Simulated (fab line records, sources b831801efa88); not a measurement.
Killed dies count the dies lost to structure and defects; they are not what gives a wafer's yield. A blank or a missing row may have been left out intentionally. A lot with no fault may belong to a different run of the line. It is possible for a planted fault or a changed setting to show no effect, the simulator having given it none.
A struck lot beside a sound one :: flow sky130 :: 15 steps out of a route of 708
Sound: these wafers, L196.2, L196.3, L196.4. Wafers struck: L212.1, L212.2, L212.3. The cause is given at the end.
Each step with rows lists, per side, the tool, then ch with its chambers, then its first start. Under that, the readings that differ: sound wafers :: struck wafers :: difference of the means :: sigmas: that difference in standard deviations of wafers without a fault.
alike: readings with means less than 2 such deviations apart, plus words and numbers identical on both sides. not compared: withheld readings, readings lacking a value on some wafer, bounds such as >300 that could conceal the same value, and numbers that have no deviation in the record and whose values overlap.
A row with sigmas, a row that says differs or no value, or rows on one side alone: a step with any of these is where the two part. Numbers that don't overlap but have no deviation are shown without sigmas and don't part them. Lack of a reading on every wafer of one side parts them only where that side has two or more wafers.

first, 5 steps without rows for these wafers: SKY_VIA4_COAT_06 (resist thk 1140 nm); SKY_VIA4_SOFTBAKE_07 (time 60 s); SKY_VIA4_EXPOSE_08 (exposes mask VIM4, target cd 800 nm); SKY_VIA4_PEB_09; SKY_VIA4_DEVELOP_10 (develop time 60 s).
SKY_VIA4_OVL_MEAS_11:
  sound: overlay-01 at day 44 05:29; struck: overlay-01 at day 48 11:53
  alike: VIA4_OVL
SKY_VIA4_ETCH_12: etches SiO2 in C4F8/O2/Ar, stops on TiN, target depth 580 nm.
  sound on rie_diel-01 ch 1,2,3, day 44 05:31; struck on rie_diel-03 ch 1,2,3, day 48 11:55
  alike: chamber_pressure_mTorr, oes_product_au
SKY_VIA4_STRIP_13: strips in O2/N2.
  sound on plasma_asher-03 ch 0,1, day 44 05:36; struck on plasma_asher-02 ch 0,1, day 48 12:00
  alike: chamber_pressure_mTorr, drypump_motor_current_A, oes_product_au, strip_time_to_endpoint_s
  not compared: rf_hours_counter_h
then, 3 steps without rows for these wafers: SKY_VIA4_STRIP_14 (strips in post etch residue remover, time 1200 s); SKY_VIA4_CLEAN_15 (cleans in IPA, time 180 s); SKY_VIA4_CLEAN_16 (cleans in O3/DIW).
SKY_VIA4_SPUTTER_17: material TiN, target thk 20 nm, time 80 s.
  sound: pvd_sputter-03 at day 44 06:11; struck: pvd_sputter-01 at day 48 12:35
  alike: throttle_valve_pct
SKY_VIA4_CVD_18: deposits W, target thk 505 nm, time 152.14 s.
  sound on cvd_w-02 ch 0,1, day 44 06:15; struck on cvd_w-01 ch 0,1, day 48 12:58
  alike: heater_power_w
  not compared: since_wet_clean_h
SKY_VIA4_RS_MEAS_19: measurement is done with a four-point probe.
  sound: film_metro-01 at day 44 06:25; struck: film_metro-03 at day 48 13:25
reading: VIA4_W_RS (ohm/sq)
sound: 0.2311 0.2253 0.2302
struck: 0.1123 0.1118 0.1119
difference: -0.1169
sigmas: -53
SKY_PAD_OPEN_PROBE_99:
  the record has rows for the sound wafers here (prober-01, day 47 01:33) and none for the struck ones

== WHERE THEY PART ==
Earliest at SKY_VIA4_RS_MEAS_19; latest, in this record, at SKY_PAD_OPEN_PROBE_99.

WHY: what the simulator had put in
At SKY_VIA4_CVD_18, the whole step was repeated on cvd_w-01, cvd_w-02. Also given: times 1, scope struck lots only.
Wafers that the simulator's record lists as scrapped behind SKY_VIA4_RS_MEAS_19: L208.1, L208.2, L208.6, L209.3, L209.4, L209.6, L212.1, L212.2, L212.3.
